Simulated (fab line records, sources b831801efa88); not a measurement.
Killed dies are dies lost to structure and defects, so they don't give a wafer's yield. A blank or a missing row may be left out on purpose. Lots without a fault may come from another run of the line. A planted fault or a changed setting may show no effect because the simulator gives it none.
Which tool did it? | flow gf180mcu | 14 lots, 42 wafers sampled, at 4 steps of a route of 602

WHAT THE GAUGES READ, wafer by wafer
GF_V1_BOW_MEAS_05.
lot  | measured     | on            | V1_BOW (um)
L463 | day 17 06:08 | film_metro-02 | 93 82 83
L464 | day 17 09:28 | film_metro-02 | 84 87 87
L465 | day 17 20:20 | film_metro-03 | 77 69 77
L466 | day 18 05:47 | film_metro-03 | 71 93 82
L469 | day 19 13:05 | film_metro-03 | 88 81 82
L468 | day 19 14:07 | film_metro-02 | 84 93 86
L471 | day 20 06:23 | film_metro-01 | 83 82 78
L472 | day 20 20:39 | film_metro-02 | 88 90 100
L478 | day 23 02:24 | film_metro-02 | 74 75 86
L480 | day 23 18:22 | film_metro-03 | 86 87 82
L482 | day 24 14:01 | film_metro-03 | 92 82 94
L484 | day 24 20:11 | film_metro-02 | 86 75 83
L485 | day 25 05:32 | film_metro-01 | 79 89 84
L486 | day 25 10:32 | film_metro-03 | 86 78 70

GF_M2_CD_MEAS_14: target cd 280 nm.
lot  | measured     | on        | cd_nm (nm)
L463 | day 19 07:53 | cd_sem-02 | 279.7 278.8 278.7
L464 | day 19 10:57 | cd_sem-01 | 280.3 280.8 280.5
L465 | day 19 22:16 | cd_sem-02 | 278.8 279.0 278.4
L466 | day 20 06:55 | cd_sem-02 | 280.0 279.3 278.7
L469 | day 21 15:16 | cd_sem-02 | 280.7 280.1 279.8
L468 | day 21 16:03 | cd_sem-02 | 279.2 280.3 280.5
L471 | day 22 06:54 | cd_sem-02 | 280.0 280.1 279.2
L472 | day 22 22:11 | cd_sem-02 | 279.7 280.3 279.6
L478 | day 24 23:49 | cd_sem-02 | 278.7 278.0 279.1
L480 | day 25 16:34 | cd_sem-02 | 279.7 279.8 279.8
L482 | day 26 09:58 | cd_sem-01 | 280.3 279.1 279.0
L484 | day 26 16:26 | cd_sem-01 | 279.0 279.4 278.7
L485 | day 27 01:29 | cd_sem-02 | 281.2 281.7 281.2
L486 | day 27 05:01 | cd_sem-02 | 281.5 281.1 280.6

GF_V2_THK_MEAS_01.
lot  | measured     | on            | V2_CVD_00_THK (nm)
L463 | day 19 08:47 | film_metro-02 | 619 610 610
L464 | day 19 11:52 | film_metro-01 | 598 604 595
L465 | day 19 23:10 | film_metro-01 | 611 607 612
L466 | day 20 07:47 | film_metro-01 | 602 598 603
L469 | day 21 16:08 | film_metro-02 | 598 604 602
L468 | day 21 16:56 | film_metro-02 | 602 596 605
L471 | day 22 07:47 | film_metro-01 | 609 596 598
L472 | day 22 23:09 | film_metro-02 | 590 597 593
L478 | day 25 00:44 | film_metro-01 | 617 606 598
L480 | day 25 17:28 | film_metro-04 | 592 603 603
L482 | day 26 10:54 | film_metro-01 | 608 599 610
L484 | day 26 17:47 | film_metro-04 | 590 590 585
L485 | day 27 02:32 | film_metro-01 | 604 603 603
L486 | day 27 05:58 | film_metro-02 | 601 606 598

WHICH TOOL RAN EACH LOT (tool, then ch and the chambers of the sampled wafers, then the start)
lot  | GF_HV_LDD_ETCHBACK_58
L463 | rie_diel-03 ch 0,1,3, day 12 15:16
L464 | rie_diel-02 ch 0,2,3, day 12 18:10
L465 | rie_diel-04 ch 0,1,3, day 13 04:40
L466 | rie_diel-04 ch 0,3, day 13 10:44
L469 | rie_diel-04 ch 0,2,3, day 14 13:31
L468 | rie_diel-03 ch 1,2, day 14 15:22
L471 | rie_diel-02 ch 1,3, day 15 04:28
L472 | rie_diel-03 ch 0,2,3, day 15 18:42
L478 | rie_diel-03 ch 1,3, day 17 21:56
L480 | rie_diel-03 ch 0,3, day 18 13:08
L482 | rie_diel-04 ch 0,1,2, day 19 09:26
L484 | rie_diel-04 ch 0,1,3, day 19 18:25
L485 | rie_diel-02 ch 2,3, day 20 04:59
L486 | rie_diel-04 ch 1,2,3, day 20 11:13
- GF_HV_LDD_ETCHBACK_58: etches Si3N4 in CH3F/O2, stops on SiO2, time 100 s, target depth 90 nm.

WHAT THE TOOLS THEMSELVES READ (means of the sampled wafers that have a number; where no wafer has one, the mark that the record gives instead)
GF_HV_LDD_ETCHBACK_58.
lot  | tool        | chamber_pressure_mTorr (mTorr) | drypump_motor_current_A (A) | oes_product_au (a.u.) | run_length_s (s) | throttle_valve_pct (%)
L463 | rie_diel-03 | 25.012                         | 6.0                         | 0.849                 | 128.3            | 10.572
L464 | rie_diel-02 | 24.999                         | 6.0                         | 0.834                 | 128.2            | 10.560
L465 | rie_diel-04 | 25.002                         | 5.8                         | 0.850                 | 128.2            | 10.555
L466 | rie_diel-04 | 25.002                         | 5.7                         | 0.842                 | 128.5            | 10.569
L469 | rie_diel-04 | 25.012                         | 6.0                         | 0.849                 | 128.7            | 10.561
L468 | rie_diel-03 | 25.031                         | 6.0                         | 0.848                 | 128.5            | 10.553
L471 | rie_diel-02 | 24.995                         | 6.0                         | 0.847                 | 128.8            | 10.559
L472 | rie_diel-03 | 25.007                         | 5.5                         | 0.840                 | 128.5            | 10.560
L478 | rie_diel-03 | 24.995                         | 5.8                         | 0.870                 | 125.4            | 10.570
L480 | rie_diel-03 | 25.038                         | 5.8                         | 0.877                 | 124.8            | 10.562
L482 | rie_diel-04 | 25.005                         | 6.0                         | 0.839                 | 128.5            | 10.557
L484 | rie_diel-04 | 24.996                         | 5.8                         | 0.843                 | 128.5            | 10.559
L485 | rie_diel-02 | 25.014                         | 5.9                         | 0.846                 | 128.7            | 10.559
L486 | rie_diel-04 | 25.005                         | 5.9                         | 0.841                 | 128.5            | 10.565

THE ANSWER, worked out from the rows above alone
Rule: what is usual is taken from the lots themselves. Put in order of their means at a reading, lots are off if they are a third of the lots or fewer, leave a main group of 4 or more, and stand apart from it by a gap of 3 or more times the standard deviation of the main group's means; of several such gaps the widest counts. A main group whose means are all the same, to the digits that the tables above print for the reading, isn't used. A lot without any number at a reading at which 4 lots or more have one is off too. The other lots that the step has rows for count as sound. The gauges are gone through in route order, then the tools' own readings, and for those a lot's mean is taken as printed above. The first step at which some lot is off is used, and at that step the reading that is off furthest; a lot without a number counts as furthest.
Off: L478, L480, at GF_HV_LDD_ETCHBACK_58 (run_length_s). The main group: mean 128.5 s, standard deviation 0.18.
A tool fits if, at that step or a process step before it, it ran every lot that is off, and no sound lot after the first of them. One fits: rie_diel-03 at GF_HV_LDD_ETCHBACK_58. Its last sound lot is L472 (day 15 18:42), its first lot that is off L478 (day 17 21:56): a fault that began between those two fits.
The tool's own readings at GF_HV_LDD_ETCHBACK_58 bear it out: on the lots that are off they differ by more than 5 times the standard deviation of the sound lots' means. oes_product_au reads 0.873 a.u. there against 0.844 a.u. on the sound lots; run_length_s reads 125.1 s there against 128.5 s on the sound lots.

WHAT THE SIMULATOR HAD PUT IN
Process parameter drift: rie_diel-03, from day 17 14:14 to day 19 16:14, at GF_HV_LDD_ETCHBACK_58. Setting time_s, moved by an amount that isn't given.
Lots struck among those shown: L478, L480. The rule above found the same.
